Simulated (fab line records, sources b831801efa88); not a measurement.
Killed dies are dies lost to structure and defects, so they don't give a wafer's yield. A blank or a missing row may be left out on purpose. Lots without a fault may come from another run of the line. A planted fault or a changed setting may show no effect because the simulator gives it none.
Which tool did it? | flow sky130 | 12 lots, 36 wafers sampled, at 5 steps of a route of 708

WHAT THE GAUGES READ, wafer by wafer
The record holds no reading of a measuring or inspecting step that can be judged against a usual standard deviation.

WHICH TOOL RAN EACH LOT (tool, then ch and the chambers of the sampled wafers, then the start)
lot  | SKY_CAPM_CVD_00                 | SKY_CAPM_SPUTTER_02          | SKY_METAL3_COAT_07                | SKY_METAL3_DESCUM_15              | SKY_PAD_OPEN_PROBE_99
L888 | pecvd-02 ch 0,1, day 36 16:40   | pvd_sputter-02, day 36 16:45 | litho_track-04 ch 0, day 38 08:05 | rie_metal-01 ch 0,1, day 38 21:44 | prober-02, day 46 00:38
L889 | pecvd-02 ch 0,1,2, day 37 12:00 | pvd_sputter-01, day 37 12:04 | litho_track-02 ch 0, day 39 02:07 | rie_metal-01 ch 0,1, day 39 15:00 | prober-01, day 46 14:37
L891 | pecvd-03 ch 0,2, day 37 19:33   | pvd_sputter-04, day 37 19:38 | litho_track-02 ch 0, day 39 09:51 | rie_metal-01 ch 0,1, day 39 23:11 | prober-01, day 47 00:22
L893 | pecvd-03 ch 0,2, day 38 11:14   | pvd_sputter-02, day 38 11:19 | litho_track-04 ch 0, day 40 01:10 | rie_metal-04 ch 0,1, day 40 13:20 | prober-01, day 47 10:16
L897 | pecvd-02 ch 0,1,2, day 40 01:20 | pvd_sputter-02, day 40 01:26 | litho_track-04 ch 0, day 41 13:22 | rie_metal-03 ch 0,1, day 42 01:38 | prober-01, day 48 16:14
L901 | pecvd-03 ch 0,2, day 41 01:55   | pvd_sputter-01, day 41 01:59 | litho_track-02 ch 0, day 42 13:39 | rie_metal-01 ch 0,1, day 43 01:47 | prober-01, day 49 10:44
L905 | pecvd-02 ch 1,2, day 42 12:19   | pvd_sputter-01, day 42 12:24 | litho_track-04 ch 0, day 43 22:49 | rie_metal-03 ch 0, day 44 10:10   | prober-01, day 50 13:40
L906 | pecvd-01 ch 0,1,2, day 42 12:36 | pvd_sputter-04, day 42 12:41 | litho_track-04 ch 0, day 43 23:35 | rie_metal-04 ch 0, day 44 10:55   | prober-02, day 50 13:42
L907 | pecvd-02 ch 0,1, day 42 13:35   | pvd_sputter-04, day 42 13:40 | litho_track-02 ch 0, day 44 00:24 | rie_metal-01 ch 0,1, day 44 11:43 | prober-01, day 50 15:13
L908 | pecvd-01 ch 0,1,2, day 42 19:47 | pvd_sputter-01, day 42 19:52 | litho_track-01 ch 0, day 44 05:44 | rie_metal-04 ch 0, day 44 17:16   | prober-02, day 50 18:02
L909 | pecvd-02 ch 0,1,2, day 42 23:59 | pvd_sputter-04, day 43 00:04 | litho_track-04 ch 0, day 44 09:43 | rie_metal-03 ch 0, day 44 20:36   | prober-01, day 50 21:27
L910 | pecvd-03 ch 1,2, day 43 10:01   | pvd_sputter-02, day 43 10:05 | litho_track-04 ch 0, day 44 19:37 | rie_metal-03 ch 0,1, day 45 07:34 | prober-02, day 51 04:05
- SKY_CAPM_CVD_00: deposits SiO2, target thk 15.5 nm.
- SKY_CAPM_SPUTTER_02: material TiN, target thk 200 nm, time 166.7 s.
- SKY_METAL3_COAT_07: resist thk 60 nm.
- SKY_METAL3_DESCUM_15: chemistry O2, time 8 s.
- SKY_PAD_OPEN_PROBE_99

WHAT THE TOOLS THEMSELVES READ (means of the sampled wafers that have a number; where no wafer has one, the mark that the record gives instead)
SKY_CAPM_CVD_00. Usual: heater_power_w 734 W, standard deviation 99.
lot  | tool     | heater_power_w (W) | flag
L888 | pecvd-02 | 660                |
L889 | pecvd-02 | 713                |
L891 | pecvd-03 | 798                |
L893 | pecvd-03 | 772                |
L897 | pecvd-02 | 724                |
L901 | pecvd-03 | 779                |
L905 | pecvd-02 | 845                |
L906 | pecvd-01 | 635                |
L907 | pecvd-02 | 803                |
L908 | pecvd-01 | 725                |
L909 | pecvd-02 | 778                |
L910 | pecvd-03 | 735                |

SKY_CAPM_SPUTTER_02. Usual: cathode_dc_power_W 6500.0 W, standard deviation 1.1; substrate_temp_c 300.03 C, standard deviation 0.19; throttle_valve_pct 30.3 %, standard deviation 1.3.
lot  | tool           | cathode_dc_power_W (W) | substrate_temp_c (C) | throttle_valve_pct (%) | flag
L888 | pvd_sputter-02 | 6499.1                 | 299.96               | 29.0                   |
L889 | pvd_sputter-01 | 6500.2                 | 300.23               | 29.9                   |
L891 | pvd_sputter-04 | 6500.3                 | 300.04               | 31.8                   |
L893 | pvd_sputter-02 | 6499.0                 | 300.12               | 29.4                   |
L897 | pvd_sputter-02 | 6500.1                 | 299.98               | 29.5                   |
L901 | pvd_sputter-01 | 6500.6                 | 299.93               | 30.1                   |
L905 | pvd_sputter-01 | 6499.4                 | 299.86               | 30.3                   |
L906 | pvd_sputter-04 | 6501.2                 | 299.97               | 31.8                   |
L907 | pvd_sputter-04 | 6499.6                 | 300.25               | 31.3                   |
L908 | pvd_sputter-01 | 6499.5                 | 299.89               | 29.6                   |
L909 | pvd_sputter-04 | 6500.0                 | 300.15               | 32.0                   |
L910 | pvd_sputter-02 | 6500.1                 | 300.02               | 29.3                   |

SKY_METAL3_COAT_07. Usual: spin_speed_rpm 3000.0 rpm, standard deviation 2.2.
lot  | tool           | spin_speed_rpm (rpm) | flag
L888 | litho_track-04 | 2997.9               |
L889 | litho_track-02 | 3000.1               |
L891 | litho_track-02 | 3000.2               |
L893 | litho_track-04 | 2855.4               | OFF
L897 | litho_track-04 | 2855.4               | OFF
L901 | litho_track-02 | 3001.8               |
L905 | litho_track-04 | 2997.9               |
L906 | litho_track-04 | 3000.4               |
L907 | litho_track-02 | 2999.7               |
L908 | litho_track-01 | 2998.0               |
L909 | litho_track-04 | 3000.6               |
L910 | litho_track-04 | 3000.1               |

SKY_METAL3_DESCUM_15. Usual: drypump_motor_current_A 5.8 A, standard deviation 0.44; oes_product_au 0.997 a.u., standard deviation 0.0087; temp_c 40.03 C, standard deviation 0.11.
lot  | tool         | drypump_motor_current_A (A) | oes_product_au (a.u.) | temp_c (C) | flag
L888 | rie_metal-01 | 5.7                         | 1.006                 | 39.98      |
L889 | rie_metal-01 | 6.0                         | 1.002                 | 40.12      |
L891 | rie_metal-01 | 5.7                         | 1.009                 | 40.06      |
L893 | rie_metal-04 | 5.8                         | 0.983                 | 40.11      |
L897 | rie_metal-03 | 5.8                         | 0.994                 | 39.99      |
L901 | rie_metal-01 | 6.0                         | 1.001                 | 40.06      |
L905 | rie_metal-03 | 5.4                         | 1.008                 | 39.90      |
L906 | rie_metal-04 | 5.7                         | 1.000                 | 40.01      |
L907 | rie_metal-01 | 5.7                         | 1.003                 | 40.10      |
L908 | rie_metal-04 | 5.7                         | 0.995                 | 39.87      |
L909 | rie_metal-03 | 5.4                         | 0.996                 | 40.12      |
L910 | rie_metal-03 | 5.8                         | 1.003                 | 40.05      |

SKY_PAD_OPEN_PROBE_99. Usual: defect_limited_yield 82.4 %, standard deviation 2.1; killed_at_M0_to_M3 43, standard deviation 7.4; killed_at_M4_up 3.1, standard deviation 1.9; killed_at_contacts 25, standard deviation 5.4; killed_at_front_end 15, standard deviation 4.3; killed_at_other 0.3, standard deviation 0.54; killed_dies 86, standard deviation 10; killed_open 46, standard deviation 7.4; killed_short 40, standard deviation 7; sort_bin_3_pad_short 0.9 %, standard deviation 0.39; sort_bin_5_function 10.3 %, standard deviation 1.6; sort_bin_6_memory 6.4 %, standard deviation 1.1; sort_n_pass 406, standard deviation 10; sort_yield_pct 82.4 %, standard deviation 2.1.
lot  | tool      | defect_limited_yield (%) | killed_at_M0_to_M3 | killed_at_M4_up | killed_at_contacts | killed_at_front_end | killed_at_other | killed_dies | killed_open | killed_short | sort_bin_3_pad_short (%) | sort_bin_5_function (%) | sort_bin_6_memory (%) | sort_n_pass | sort_yield_pct (%) | flag
L888 | prober-02 | 81.3                     | 48                 | 4.3             | 23                 | 16                  | 0.0             | 92          | 51          | 40           | 0.8                      | 11.3                    | 6.6                   | 400         | 81.3               |
L889 | prober-01 | 81.5                     | 47                 | 3.7             | 25                 | 15                  | 0.0             | 91          | 50          | 41           | 0.6                      | 9.7                     | 8.1                   | 401         | 81.5               |
L891 | prober-01 | 81.5                     | 43                 | 3.3             | 24                 | 20                  | 0.3             | 91          | 46          | 44           | 0.9                      | 9.9                     | 7.6                   | 401         | 81.5               |
L893 | prober-01 | 81.4                     | 45                 | 2.7             | 29                 | 15                  | 0.3             | 91          | 55          | 36           | 0.7                      | 11.3                    | 6.6                   | 401         | 81.4               |
L897 | prober-01 | 83.9                     | 42                 | 3.3             | 25                 | 8                   | 0.3             | 79          | 42          | 37           | 0.5                      | 9.4                     | 6.2                   | 413         | 83.9               |
L901 | prober-01 | 82.0                     | 42                 | 2.0             | 24                 | 19                  | 1.3             | 89          | 47          | 42           | 0.5                      | 10.5                    | 7.0                   | 403         | 82.0               |
L905 | prober-01 | 84.4                     | 39                 | 2.3             | 20                 | 15                  | 1.0             | 77          | 42          | 34           | 0.7                      | 9.8                     | 5.2                   | 415         | 84.4               |
L906 | prober-02 | 84.1                     | 38                 | 3.7             | 21                 | 15                  | 0.0             | 78          | 40          | 37           | 0.8                      | 9.4                     | 5.7                   | 414         | 84.1               |
L907 | prober-01 | 83.0                     | 44                 | 2.7             | 25                 | 12                  | 0.7             | 84          | 43          | 40           | 0.9                      | 10.8                    | 5.3                   | 408         | 83.0               |
L908 | prober-02 | 83.5                     | 42                 | 2.3             | 22                 | 16                  | 0.0             | 81          | 45          | 36           | 0.5                      | 10.1                    | 5.8                   | 411         | 83.5               |
L909 | prober-01 | 84.1                     | 40                 | 2.3             | 24                 | 12                  | 0.0             | 78          | 41          | 35           | 0.7                      | 9.8                     | 5.4                   | 414         | 84.1               |
L910 | prober-02 | 83.9                     | 48                 | 4.7             | 15                 | 11                  | 0.7             | 79          | 40          | 39           | 0.8                      | 9.5                     | 5.8                   | 413         | 83.9               |

THE ANSWER, worked out from the rows above alone
Rule: a lot is off if the mean of its wafers that have a number lies more than 3 standard deviations from the usual mean. A lot without any number at a reading at which 4 lots or more have one is off too. The other lots that the step has rows for count as sound. The gauges are gone through in route order, then the tools' own readings, and for those a lot's mean is taken as printed above. The first step at which some lot is off is used, and at that step the reading that is off furthest; a lot without a number counts as furthest.
Off: L893, L897, at SKY_METAL3_COAT_07 (spin_speed_rpm).
A tool fits if, at that step or a process step before it, it ran every lot that is off, and no sound lot after the first of them. None of those tried fits.

WHAT THE SIMULATOR HAD PUT IN
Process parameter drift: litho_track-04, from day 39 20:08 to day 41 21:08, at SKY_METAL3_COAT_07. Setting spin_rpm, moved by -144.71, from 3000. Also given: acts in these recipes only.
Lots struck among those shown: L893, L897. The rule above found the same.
